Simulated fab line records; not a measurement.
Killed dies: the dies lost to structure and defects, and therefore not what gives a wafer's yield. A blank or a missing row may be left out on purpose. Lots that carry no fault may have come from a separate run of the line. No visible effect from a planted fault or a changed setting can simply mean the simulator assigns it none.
A struck lot beside a sound one | flow sky130 | 16 steps out of a route of 708
Sound: the wafers L177.1, L177.5, L177.6. Struck: wafer L163.1. The cause comes at the end.
For every step that has rows: the tool of each side, followed by ch and its chambers, followed by its first start. Under that, the readings that differ: sound wafers | struck wafers | difference of the means | sigmas: that difference in standard deviations of wafers without a fault.
alike: same words and numbers on both sides, and readings whose means sit less than 2 such deviations apart. not compared: any withheld reading, any reading some wafer has no value for, any bound like >300 that may hide the same value, and any number with overlapping values for which the record gives no deviation.
The two part at a step that has a row with sigmas, a row that says differs or no value, or rows on one side only. Non-overlapping numbers with no deviation appear without sigmas and do not part them. A reading missing from all wafers of one side parts the sides only when that side holds two or more wafers.

first, 2 steps without rows for these wafers: SKY_METAL4_PEB_11; SKY_METAL4_DEVELOP_12 (develop time 57.7 s).
SKY_METAL4_CD_MEAS_13 targets a cd of 300 nm.
  sound on cd sem-02, day 47 03:51; struck on cd sem-02, day 43 23:46
  alike: cd nm
SKY_METAL4_OVL_MEAS_14:
  sound on overlay-01, day 47 03:58; struck on overlay-01, day 43 23:53
  alike: METAL4_OVL
SKY_METAL4_DESCUM_15: chemistry O2, time 8 s.
  sound on rie metal-01 ch 0,1, day 47 04:00; struck on rie metal-03 ch 0, day 43 23:55
  reading               | sound             | struck | difference | sigmas
  oes product au (a.u.) | 1.024 1.013 1.005 | 0.982  | -0.032     | -2
  alike: drypump motor current A, rf fwd power W
  not compared: rf hours counter h
SKY_METAL4_ETCH_16: etches BARC in N2/H2, stops on SiO2, time 88.2 s, target depth 60 nm.
  sound on rie metal-01 ch 0,1, day 47 04:02; struck on rie metal-03 ch 0, day 43 23:57
  alike: drypump motor current A, oes product au, rf fwd power W, throttle valve pct
  not compared: rf hours counter h
then, 1 step without rows for these wafers: SKY_METAL4_ETCH_17 (etches SiO2 in C4F8/O2/Ar, stops on TiN, time 3.9 s, target depth 15 nm).
SKY_METAL4_METAL_ETCH_18: etches the open film in Cl2/BCl3, stops on SiO2, target depth 845 nm, time 183.1 s.
  sound on rie metal-03 ch 0,1, day 47 04:09; struck on rie metal-02 ch 1, day 44 00:04
  alike: drypump motor current A, oes product au, rf fwd power W, throttle valve pct
  not compared: rf hours counter h
SKY_METAL4_STRIP_19: strips in O2/N2.
  sound on plasma asher-01 ch 0,1, day 47 04:20; struck on plasma asher-03 ch 0, day 44 00:14
  alike: drypump motor current A, oes product au, strip time to endpoint s
  not compared: rf hours counter h
then, 3 steps without rows for these wafers: SKY_METAL4_STRIP_20 (strips in post etch residue remover, time 1200 s); SKY_METAL4_CLEAN_21 (cleans in IPA, time 180 s); SKY_METAL4_CLEAN_22 (cleans in O3/DIW).
SKY_VIA4_HDPCVD_00: deposits SiO2, target thk 1750 nm, time 291.7 s.
  sound on hdpcvd-01 ch 0,2, day 47 04:55; struck on hdpcvd-02 ch 0, day 44 00:50
  reading                                  | sound             | struck | difference | sigmas
  run length s (s)                         | 320.1 319.8 319.5 | 355.0  | +35.2      | +98
  model.SiO2_of_VIA4_HDPCVD_00.thk nm (nm) | 1746 1748 1760    | 1943   | +192       |
SKY_VIA4_THK_MEAS_01:
  sound on film metro-01, day 47 05:06; struck on film metro-01, day 44 01:01
  reading              | sound          | struck | difference | sigmas
  VIA4_HDPCVD_THK (nm) | 1748 1749 1760 | 1942   | +190       | +10
SKY_VIA4_CMP_02: polishes SiO2.
  sound on cmp-02 ch 0,2,3, day 47 05:46; struck on cmp-01 ch 1, day 44 01:04
  alike: motor current A
-- the record jumps here: 4 days lie between the struck wafers' starts before and after (it left off in module VIA4 and takes up again in module PAD_OPEN, whose first step shown is number 708 of the route) --
SKY_PAD_OPEN_PROBE_99:
  sound on prober-01, day 50 10:05; struck on prober-01, day 47 18:14
  reading                                     | sound                  | struck  | difference | sigmas
  killed at contacts                          | 24 24 20               | 35      | +12        | +2
  killed at front end                         | 12 11 20               | 38      | +24        | +5
  killed dies                                 | 77 86 89               | 112     | +28        | +3
  killed on rim                               | 16 12 15               | 30      | +16        | +4
  model.etest.sonos erased.drive ua um        | 202.6 218.9 185.4      | 125     | -77        |
  model.etest.sonos uncharged.r on ohm um     | 802.8 817.2 809.3      | 799     | -11        |
  model.etest.sonos programmed.off log10 a um | -13.99 -13.91 -13.93   | -13.42  | +0.52      |
  model.etest.sonos erased.vt v (V)           | -2.282 -2.263 -2.25    | -1.448  | +0.817     |
  model.etest.sonos uncharged.vt v (V)        | -0.4146 -0.4248 -0.462 | -0.5459 | -0.1121    |
  model.etest.sonos programmed.vt v (V)       | 1.385 1.366 1.403      | 1.311   | -0.074     |
  model.etest.sonos baked.vt v (V)            | 0.8697 0.8809 0.9043   | 0.8016  | -0.0834    |
  alike: killed_at_M0_to_M3, killed_at_M4_up, killed at other, killed open, killed short

## WHERE THEY PART
At SKY_METAL4_DESCUM_15 first; at SKY_PAD_OPEN_PROBE_99 last (within this record only).

WHY: what had been put in by the simulator
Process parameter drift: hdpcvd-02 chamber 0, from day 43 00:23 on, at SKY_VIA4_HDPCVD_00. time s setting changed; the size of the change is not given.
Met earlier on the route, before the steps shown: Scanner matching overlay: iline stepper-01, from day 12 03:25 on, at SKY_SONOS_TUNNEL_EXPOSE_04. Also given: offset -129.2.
